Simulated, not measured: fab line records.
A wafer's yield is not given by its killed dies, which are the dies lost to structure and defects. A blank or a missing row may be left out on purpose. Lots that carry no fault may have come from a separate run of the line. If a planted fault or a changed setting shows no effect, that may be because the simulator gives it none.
Which tool was responsible? / flow gf180mcu / 12 lots with 36 wafers sampled at 4 steps, on a route of 602 steps

## WHAT THE GAUGES SHOWED, per wafer
GF_PASSIVATION_THK_MEAS_01. Usual: for PASSIVATION_CVD_00_THK the level is 1002 nm and the standard deviation is 12.
lot=L357; measured=day 28 00:29; on=filmMetro-01; PASSIVATION_CVD_00_THK (nm)=993 1001 998; flag=
lot=L358; measured=day 28 14:49; on=filmMetro-01; PASSIVATION_CVD_00_THK (nm)=1015 999 1011; flag=
lot=L359; measured=day 28 20:37; on=filmMetro-01; PASSIVATION_CVD_00_THK (nm)=992 986 1015; flag=
lot=L363; measured=day 30 00:23; on=filmMetro-02; PASSIVATION_CVD_00_THK (nm)=990 991 1006; flag=
lot=L364; measured=day 30 13:31; on=filmMetro-01; PASSIVATION_CVD_00_THK (nm)=998 1014 1003; flag=
lot=L365; measured=day 30 15:22; on=filmMetro-02; PASSIVATION_CVD_00_THK (nm)=998 1004 1007; flag=
lot=L372; measured=day 32 09:53; on=filmMetro-01; PASSIVATION_CVD_00_THK (nm)=988 990 1005; flag=
lot=L374; measured=day 33 01:49; on=filmMetro-04; PASSIVATION_CVD_00_THK (nm)=995 997 1008; flag=
lot=L377; measured=day 33 18:43; on=filmMetro-02; PASSIVATION_CVD_00_THK (nm)=987 981 1006; flag=
lot=L378; measured=day 33 22:20; on=filmMetro-02; PASSIVATION_CVD_00_THK (nm)=1011 1019 1009; flag=
lot=L379; measured=day 34 06:26; on=filmMetro-02; PASSIVATION_CVD_00_THK (nm)=994 996 1010; flag=
lot=L380; measured=day 34 12:46; on=filmMetro-02; PASSIVATION_CVD_00_THK (nm)=984 989 1008; flag=

## EACH LOT AND THE TOOL THAT RAN IT (in order: tool; ch and the chambers of the sampled wafers; start)
lot=L357; GF_V1_CMP_04=cmp-02 ch 0,1,2, day 16 23:48; GF_M5_STRIP_11=plasmaAsher-03 ch 0,1, day 26 04:07; GF_V5_SPUTTER_22=pvdSputter-01, day 27 02:25
lot=L358; GF_V1_CMP_04=cmp-01 ch 0,2,3, day 17 18:31; GF_M5_STRIP_11=plasmaAsher-03 ch 0,1, day 26 19:46; GF_V5_SPUTTER_22=pvdSputter-01, day 27 17:35
lot=L359; GF_V1_CMP_04=cmp-01 ch 1,2,3, day 17 21:24; GF_M5_STRIP_11=plasmaAsher-02 ch 0,1, day 27 00:37; GF_V5_SPUTTER_22=pvdSputter-03, day 27 22:41
lot=L363; GF_V1_CMP_04=cmp-01 ch 0,2,3, day 19 11:15; GF_M5_STRIP_11=plasmaAsher-04 ch 0,1, day 28 05:40; GF_V5_SPUTTER_22=pvdSputter-02, day 29 03:22
lot=L364; GF_V1_CMP_04=cmp-02 ch 1,2, day 20 03:26; GF_M5_STRIP_11=plasmaAsher-02 ch 0,1, day 28 19:39; GF_V5_SPUTTER_22=pvdSputter-03, day 29 16:53
lot=L365; GF_V1_CMP_04=cmp-01 ch 1,2,3, day 20 05:32; GF_M5_STRIP_11=plasmaAsher-02 ch 0,1, day 28 22:28; GF_V5_SPUTTER_22=pvdSputter-01, day 29 19:17
lot=L372; GF_V1_CMP_04=cmp-02 ch 0,2,3, day 22 16:07; GF_M5_STRIP_11=plasmaAsher-04 ch 0,1, day 30 20:02; GF_V5_SPUTTER_22=pvdSputter-03, day 31 15:28
lot=L374; GF_V1_CMP_04=cmp-01 ch 0,1,3, day 23 11:09; GF_M5_STRIP_11=plasmaAsher-03 ch 0,1, day 31 12:13; GF_V5_SPUTTER_22=pvdSputter-02, day 32 07:14
lot=L377; GF_V1_CMP_04=cmp-01 ch 1,2,3, day 24 11:04; GF_M5_STRIP_11=plasmaAsher-04 ch 0,1, day 32 06:58; GF_V5_SPUTTER_22=pvdSputter-01, day 33 01:25
lot=L378; GF_V1_CMP_04=cmp-01 ch 0,2,3, day 24 15:30; GF_M5_STRIP_11=plasmaAsher-03 ch 0,1, day 32 09:24; GF_V5_SPUTTER_22=pvdSputter-01, day 33 04:44
lot=L379; GF_V1_CMP_04=cmp-01 ch 0,1,2, day 25 03:25; GF_M5_STRIP_11=plasmaAsher-03 ch 0,1, day 32 19:42; GF_V5_SPUTTER_22=pvdSputter-01, day 33 13:52
lot=L380; GF_V1_CMP_04=cmp-02 ch 0,2, day 25 13:21; GF_M5_STRIP_11=plasmaAsher-04 ch 0,1, day 33 02:46; GF_V5_SPUTTER_22=pvdSputter-01, day 33 20:20
- GF_V1_CMP_04: polishes SiO2.
- GF_M5_STRIP_11: strips in O2/N2.
- GF_V5_SPUTTER_22: material TiN, target thk 10 nm, time 40 s.

## WHAT THE TOOLS THEMSELVES READ (means of the sampled wafers that have a number; where no wafer has one, the mark that the record gives instead)
GF_V1_CMP_04. Usual: edgeZonePressureFrac 1.000, standard deviation 0.0049; motorCurrentA 11.8 A, standard deviation 1.6; slurryFlowMlMin 150.0, standard deviation 0.48; timeToEndpointS 79 s, standard deviation 5.1.
lot=L357; tool=cmp-02; edgeZonePressureFrac=0.996; motorCurrentA (A)=12.7; slurryFlowMlMin=149.9; timeToEndpointS (s)=79; flag=
lot=L358; tool=cmp-01; edgeZonePressureFrac=1.001; motorCurrentA (A)=12.2; slurryFlowMlMin=150.3; timeToEndpointS (s)=77; flag=
lot=L359; tool=cmp-01; edgeZonePressureFrac=0.996; motorCurrentA (A)=10.5; slurryFlowMlMin=150.1; timeToEndpointS (s)=77; flag=
lot=L363; tool=cmp-01; edgeZonePressureFrac=1.002; motorCurrentA (A)=11.8; slurryFlowMlMin=149.7; timeToEndpointS (s)=76; flag=
lot=L364; tool=cmp-02; edgeZonePressureFrac=0.997; motorCurrentA (A)=13.2; slurryFlowMlMin=150.3; timeToEndpointS (s)=78; flag=
lot=L365; tool=cmp-01; edgeZonePressureFrac=1.001; motorCurrentA (A)=10.7; slurryFlowMlMin=150.0; timeToEndpointS (s)=78; flag=
lot=L372; tool=cmp-02; edgeZonePressureFrac=1.000; motorCurrentA (A)=12.5; slurryFlowMlMin=149.7; timeToEndpointS (s)=78; flag=
lot=L374; tool=cmp-01; edgeZonePressureFrac=1.000; motorCurrentA (A)=12.1; slurryFlowMlMin=150.2; timeToEndpointS (s)=79; flag=
lot=L377; tool=cmp-01; edgeZonePressureFrac=1.001; motorCurrentA (A)=10.5; slurryFlowMlMin=149.8; timeToEndpointS (s)=84; flag=
lot=L378; tool=cmp-01; edgeZonePressureFrac=1.001; motorCurrentA (A)=11.9; slurryFlowMlMin=149.5; timeToEndpointS (s)=75; flag=
lot=L379; tool=cmp-01; edgeZonePressureFrac=1.003; motorCurrentA (A)=11.4; slurryFlowMlMin=149.9; timeToEndpointS (s)=82; flag=
lot=L380; tool=cmp-02; edgeZonePressureFrac=1.000; motorCurrentA (A)=13.2; slurryFlowMlMin=149.4; timeToEndpointS (s)=82; flag=

GF_M5_STRIP_11. Usual: drypumpMotorCurrentA 6.0 A, standard deviation 0.35; heaterPowerW 348 W, standard deviation 35; n2FlowSccm 299.9 sccm, standard deviation 0.85; oesProductAu 0.544 a.u., standard deviation 0.0051; stripTimeToEndpointS 7.53 s, standard deviation 0.043.
lot=L357; tool=plasmaAsher-03; drypumpMotorCurrentA (A)=5.5; heaterPowerW (W)=390; n2FlowSccm (sccm)=299.4; oesProductAu (a.u.)=0.547; stripTimeToEndpointS (s)=7.55; flag=
lot=L358; tool=plasmaAsher-03; drypumpMotorCurrentA (A)=5.5; heaterPowerW (W)=383; n2FlowSccm (sccm)=300.1; oesProductAu (a.u.)=0.547; stripTimeToEndpointS (s)=7.56; flag=
lot=L359; tool=plasmaAsher-02; drypumpMotorCurrentA (A)=6.2; heaterPowerW (W)=333; n2FlowSccm (sccm)=299.2; oesProductAu (a.u.)=0.540; stripTimeToEndpointS (s)=7.55; flag=
lot=L363; tool=plasmaAsher-04; drypumpMotorCurrentA (A)=6.2; heaterPowerW (W)=314; n2FlowSccm (sccm)=299.1; oesProductAu (a.u.)=0.544; stripTimeToEndpointS (s)=7.55; flag=
lot=L364; tool=plasmaAsher-02; drypumpMotorCurrentA (A)=6.2; heaterPowerW (W)=334; n2FlowSccm (sccm)=298.7; oesProductAu (a.u.)=0.547; stripTimeToEndpointS (s)=7.54; flag=
lot=L365; tool=plasmaAsher-02; drypumpMotorCurrentA (A)=6.3; heaterPowerW (W)=332; n2FlowSccm (sccm)=299.5; oesProductAu (a.u.)=0.542; stripTimeToEndpointS (s)=7.53; flag=
lot=L372; tool=plasmaAsher-04; drypumpMotorCurrentA (A)=6.3; heaterPowerW (W)=324; n2FlowSccm (sccm)=299.5; oesProductAu (a.u.)=0.549; stripTimeToEndpointS (s)=7.57; flag=
lot=L374; tool=plasmaAsher-03; drypumpMotorCurrentA (A)=5.7; heaterPowerW (W)=388; n2FlowSccm (sccm)=299.6; oesProductAu (a.u.)=0.539; stripTimeToEndpointS (s)=7.48; flag=
lot=L377; tool=plasmaAsher-04; drypumpMotorCurrentA (A)=6.2; heaterPowerW (W)=314; n2FlowSccm (sccm)=300.0; oesProductAu (a.u.)=0.550; stripTimeToEndpointS (s)=7.58; flag=
lot=L378; tool=plasmaAsher-03; drypumpMotorCurrentA (A)=5.6; heaterPowerW (W)=384; n2FlowSccm (sccm)=299.8; oesProductAu (a.u.)=0.539; stripTimeToEndpointS (s)=7.54; flag=
lot=L379; tool=plasmaAsher-03; drypumpMotorCurrentA (A)=5.7; heaterPowerW (W)=389; n2FlowSccm (sccm)=300.2; oesProductAu (a.u.)=0.552; stripTimeToEndpointS (s)=7.56; flag=
lot=L380; tool=plasmaAsher-04; drypumpMotorCurrentA (A)=6.3; heaterPowerW (W)=327; n2FlowSccm (sccm)=300.8; oesProductAu (a.u.)=0.546; stripTimeToEndpointS (s)=7.55; flag=

GF_V5_SPUTTER_22. Usual: chamberPressurePa 5.001 Pa, standard deviation 0.01; throttleValvePct 29.9 %, standard deviation 1.3.
lot=L357; tool=pvdSputter-01; chamberPressurePa (Pa)=4.993; throttleValvePct (%)=30.7; flag=
lot=L358; tool=pvdSputter-01; chamberPressurePa (Pa)=5.007; throttleValvePct (%)=29.2; flag=
lot=L359; tool=pvdSputter-03; chamberPressurePa (Pa)=5.001; throttleValvePct (%)=29.6; flag=
lot=L363; tool=pvdSputter-02; chamberPressurePa (Pa)=5.009; throttleValvePct (%)=30.0; flag=
lot=L364; tool=pvdSputter-03; chamberPressurePa (Pa)=4.996; throttleValvePct (%)=29.2; flag=
lot=L365; tool=pvdSputter-01; chamberPressurePa (Pa)=5.007; throttleValvePct (%)=30.4; flag=
lot=L372; tool=pvdSputter-03; chamberPressurePa (Pa)=4.990; throttleValvePct (%)=30.5; flag=
lot=L374; tool=pvdSputter-02; chamberPressurePa (Pa)=5.006; throttleValvePct (%)=29.9; flag=
lot=L377; tool=pvdSputter-01; chamberPressurePa (Pa)=4.990; throttleValvePct (%)=29.0; flag=
lot=L378; tool=pvdSputter-01; chamberPressurePa (Pa)=4.994; throttleValvePct (%)=29.9; flag=
lot=L379; tool=pvdSputter-01; chamberPressurePa (Pa)=4.996; throttleValvePct (%)=29.9; flag=
lot=L380; tool=pvdSputter-01; chamberPressurePa (Pa)=4.992; throttleValvePct (%)=29.3; flag=

## THE ANSWER, worked out from the rows above alone
Rule: lot off if the mean of its wafers having a number is beyond 3 standard deviations from the usual mean. A lot without any number at a reading at which 4 lots or more have one is off too. Any other lot the step has rows for is counted as sound. First the gauges in route order, then the tools' own readings, where a lot's mean is used as printed above. At the first step where some lot is off, the reading lying furthest off is the one used; lots without a number count as furthest.
No lot is off at any reading shown: from this, nothing can be told.

## WHAT THE SIMULATOR HAD PUT IN
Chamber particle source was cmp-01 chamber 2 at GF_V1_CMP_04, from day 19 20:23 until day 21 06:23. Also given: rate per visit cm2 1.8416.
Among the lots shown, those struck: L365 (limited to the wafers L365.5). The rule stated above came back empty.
